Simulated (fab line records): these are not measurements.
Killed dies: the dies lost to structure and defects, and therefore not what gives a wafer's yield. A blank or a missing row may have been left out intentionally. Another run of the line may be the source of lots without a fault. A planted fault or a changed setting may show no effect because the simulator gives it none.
Comparing a struck lot with a sound one :: flow sfq_line :: 14 steps out of a route of 325
Sound: wafers L872.2, L872.4, L872.6. Wafers struck: L871.1, L871.2, L871.5. The cause comes at the end.
Each step with rows lists, per side, the tool, then ch with its chambers, then its first start. Under that, the readings that differ: sound wafers :: struck wafers :: difference of the means :: sigmas: that difference in standard deviations of wafers without a fault.
alike: words and numbers the same on both sides, and readings whose means are apart by under 2 such deviations; not compared: readings that were withheld, readings missing a value for some wafer, numbers with overlapping values and no deviation given by the record, and bounds like >300 which may hide the same value.
A row with sigmas, a row that says differs or no value, or rows on one side alone: a step with any of these is where the two part. When numbers do not overlap yet have no deviation, they are printed without sigmas and do not part them. A reading missing from all wafers of one side parts the sides only when that side holds two or more wafers.

SFQ_TRILAYER_M1_BARC_OPEN_METAL_ETCH_054: etches BARC in O2, target depth 125 nm, time 41.7 s.
  sound on rie_metal-04 ch 0,1, day 18 09:02; struck on rie_metal-02 ch 0,1, day 18 03:29
reading: drypump_motor_current_A (A)
sound: 6.1 6.1 5.7
struck: 4.7 5.4 4.7
difference: -1.0
sigmas: -2
  alike: oes_product_au
  not compared: rf_hours_counter_h
SFQ_TRILAYER_M1_ETCH_METAL_ETCH_042: etches Nb in Cl2/Ar, stops on SiO2, target depth 240 nm, time 120 s.
  sound on rie_metal-04 ch 0,1, day 18 09:05; struck on rie_metal-02 ch 0,1, day 18 03:32
reading: drypump_motor_current_A (A)
sound: 6.1 6.1 5.7
struck: 4.7 5.4 4.7
difference: -1.0
sigmas: -2
  alike: oes_product_au
  not compared: rf_hours_counter_h
then, 2 steps without rows for these wafers: SFQ_TRILAYER_M1_STRIP_STRIP_043 (strips in O2); SFQ_TRILAYER_M1_STRIP_SOLV_CLEAN_044 (cleans in NMP, time 600 s).
SFQ_TRILAYER_I1_DEP_PECVD_045: deposits SiO2 from SiH4/N2O, time 111.11 s, target thk 500 nm.
  sound on pecvd-03 ch 0,1,2, day 18 09:59; struck on pecvd-03 ch 1,2, day 18 04:26
  alike: heater_power_w, showerhead_vpp_V, throttle_valve_pct
SFQ_TRILAYER_I1_CMP_CMP_046: polishes SiO2.
  sound on cmp-01 ch 0,2, day 18 10:34; struck on cmp-02 ch 0,1, day 18 04:31
  alike: motor_current_A, time_to_endpoint_s
SFQ_I1_BOW_MEAS_912:
  sound: film_metro-02 at day 18 13:05; struck: film_metro-02 at day 18 07:31
  alike: I1_BOW
SFQ_TRILAYER_I1_METRO_MEASURE_047:
  sound: film_metro-02 at day 18 13:23; struck: film_metro-02 at day 18 07:38
reading: thk_nm (nm)
sound: 199.2 198.0 198.7
struck: 200.7 200.7 201.6
difference: +2.4
sigmas: +3
then, 4 steps without rows for these wafers: SFQ_TRILAYER_I1_VIA_LITHO_COAT_054 (resist thk 62 nm); SFQ_TRILAYER_I1_VIA_LITHO_COAT_049 (resist thk 650 nm); SFQ_TRILAYER_I1_VIA_LITHO_SOFTBAKE_053; SFQ_TRILAYER_I1_VIA_LITHO_EXPOSE_050 (exposes mask I1, target cd 500 nm).
-- the record jumps here: 5 days lie between the struck wafers' starts before and after --
SFQ_TRILAYER_I1_VIA_LITHO_PEB_052: peb time 60 s.
  sound on litho_track-02 ch 0, day 23 22:58; struck on litho_track-04, day 23 19:20
  no value came back on the struck wafers for chill_plate_temp_C (C), exhaust_pa (Pa); on the sound wafers chill_plate_temp_C (C) reads 23.08 23.01 22.92
then, 1 step without rows for these wafers: SFQ_TRILAYER_I1_VIA_LITHO_DEVELOP_051 (time 60 s).

WHERE THEY PART
First at SFQ_TRILAYER_M1_BARC_OPEN_METAL_ETCH_054; last, within this record, at SFQ_TRILAYER_I1_VIA_LITHO_PEB_052.

WHY: what had been put in by the simulator
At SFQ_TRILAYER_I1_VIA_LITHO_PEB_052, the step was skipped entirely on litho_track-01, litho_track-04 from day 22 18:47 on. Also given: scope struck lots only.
